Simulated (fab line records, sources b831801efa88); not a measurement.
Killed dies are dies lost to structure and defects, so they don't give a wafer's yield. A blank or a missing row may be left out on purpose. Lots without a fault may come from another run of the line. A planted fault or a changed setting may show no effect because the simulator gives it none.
Problem report in the 8D (eight disciplines) form, filled by code | flow gf180mcu | the parts of the form that need people (team, actions taken, sign-off) are left out

1. THE PROBLEM
spin_speed_rpm at GF_VT_IMPLANT_COAT_24 reads a mean of 2943.1 rpm on 9 wafers of 3 lots; wafers without a fault read 3000.2 rpm with a standard deviation of 2.1. That is -27 standard deviations from the usual mean.
The step: resist thk 1000 nm.
First seen on wafer L164.3, day 8 22:33, on litho_track-03. The record holds 36 wafers of 12 lots with a number at this step. Rule for "out", or "out of limits": more than 4 standard deviations from the usual mean. The other wafers with a number count as sound.

2. WHAT IT IS AND WHAT IT IS NOT
question                    | is                     | is not
which readings at this step | spin_speed_rpm         | dispense_pressure_kPa
which lots                  | L164, L165, L166       | L155, L156, L157, L160, L168, L169, L170, L171, L175
which wafers of those lots  | all that have a number | -
read on which tools         | litho_track-03         | litho_track-01, litho_track-04
when                        | from day 8 22:33       | up to then (12 sound wafers); but 15 sound wafers of L168, L169, L170, L171, L175 came after

3. SUSPECTS, AND WHAT RULES EACH OUT
Counting: a tool at a process step up to the reading stays a suspect if it ran every lot that is out and no sound lot after the first of them.
- litho_track-03 at GF_VT_IMPLANT_COAT_24 (resist thk 1000 nm): kept. It ran every lot that is out, first L164 (day 8 22:33), and no sound lot after that; its last sound lot up to then is L156 (day 6 19:28). Its own readings are out on those wafers: spin_speed_rpm.
Left after counting: litho_track-03 at GF_VT_IMPLANT_COAT_24.

4. THE CAUSE (what the simulator had put in)
Process parameter drift: litho_track-03, from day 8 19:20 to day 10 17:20, at GF_VT_IMPLANT_COAT_24. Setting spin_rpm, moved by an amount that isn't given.
Counting left only this tool.

5. THE CHAIN OF EFFECTS, in route order
Each row: a reading whose mean over the struck wafers that have a number lies more than 3 standard deviations from the usual. Only readings for which the record gives a usual standard deviation are gone through. hours: the time from each lot's start at the first step in this table that gives one to its start at this step, as a median over the lots. sigmas: the change in usual standard deviations.
hours | step                  | reading        | usual      | on struck wafers | change | sigmas
0     | GF_VT_IMPLANT_COAT_24 | spin_speed_rpm | 3000.2 rpm | 2943.1           | -57.1  | -27
The process steps in it:
- GF_VT_IMPLANT_COAT_24: resist thk 1000 nm.

6. WHAT WOULD HAVE CAUGHT IT SOONER
In this record the first reading out of limits was taken at day 8 22:33, 3 hours after the fault began at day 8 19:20.
